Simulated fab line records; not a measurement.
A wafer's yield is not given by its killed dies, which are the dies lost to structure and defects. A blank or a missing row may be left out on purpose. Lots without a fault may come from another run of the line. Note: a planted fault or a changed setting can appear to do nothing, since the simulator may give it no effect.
Which tool is to blame?	flow sky130	14 lots, 42 wafers sampled, at 2 steps of a route of 708

## WHAT THE GAUGES READ, wafer by wafer
SKY_CONTACT_OVL_MEAS_15.
lot	measured	on	CONTACT_OVL (nm)
L321	day 31 20:08	overlay-01	0 5 -9
L322	day 32 07:56	overlay-01	9 2 0
L323	day 32 11:56	overlay-01	-8 -2 -8
L324	day 33 03:52	overlay-01	-3 0 0
L326	day 33 23:20	overlay-01	-13 0 -5
L327	day 33 23:34	overlay-01	4 10 11
L325	day 34 00:37	overlay-02	-8 12 0
L328	day 34 02:56	overlay-01	3 -1 -5
L331	day 35 13:43	overlay-01	-4 2 -2
L339	day 37 18:52	overlay-02	1 -1 13
L338	day 37 22:32	overlay-01	5 3 0
L340	day 38 00:08	overlay-01	4 -1 2
L341	day 38 10:05	overlay-02	-8 -3 -2
L344	day 39 13:10	overlay-02	-5 -4 -9

SKY_METAL1_OVL_MEAS_16.
lot	measured	on	METAL1_OVL (nm)
L321	day 33 02:01	overlay-01	-4 -7 -7
L322	day 33 13:11	overlay-01	0 -2 5
L323	day 33 17:11	overlay-02	2 5 6
L324	day 34 08:26	overlay-01	4 0 4
L326	day 35 04:28	overlay-01	-3 0 9
L327	day 35 04:40	overlay-02	4 5 7
L325	day 35 05:10	overlay-01	-1 4 5
L328	day 35 07:41	overlay-01	0 4 7
L331	day 36 18:25	overlay-02	7 3 5
L339	day 38 21:59	overlay-01	-3 7 4
L338	day 39 01:34	overlay-01	-1 4 12
L340	day 39 03:55	overlay-02	5 0 -3
L341	day 39 13:07	overlay-01	10 7 10
L344	day 40 15:49	overlay-01	0 0 1

## WHICH TOOL RAN EACH LOT (tool, then ch and the chambers of the sampled wafers, then the start)
Record: no process step prior to these readings.

## WHAT THE TOOLS THEMSELVES READ (means of the sampled wafers that have a number; where no wafer has one, the mark that the record gives instead)
The record holds no such reading with a usual standard deviation.

## THE ANSWER, worked out from the rows above alone
Rule: the usual values come from the lots themselves. Put in order of their means at a reading, lots are off if they are a third of the lots or fewer, leave a main group of 4 or more, and stand apart from it by a gap of 3 or more times the standard deviation of the main group's means; of several such gaps the widest counts. The tables above print the reading to a certain number of digits; a main group whose means all agree to those digits is not used. Also off: a lot with no number at a reading for which 4 or more lots have one. The other lots that the step has rows for count as sound. After the gauges, taken in route order, come the tools' own readings; for these a lot's mean is taken, as printed above. The first step at which some lot is off is used, and at that step the reading that is off furthest; a lot without a number counts as furthest.
None of the lots is off at any reading shown; this tells nothing.

## WHAT THE SIMULATOR HAD INSERTED
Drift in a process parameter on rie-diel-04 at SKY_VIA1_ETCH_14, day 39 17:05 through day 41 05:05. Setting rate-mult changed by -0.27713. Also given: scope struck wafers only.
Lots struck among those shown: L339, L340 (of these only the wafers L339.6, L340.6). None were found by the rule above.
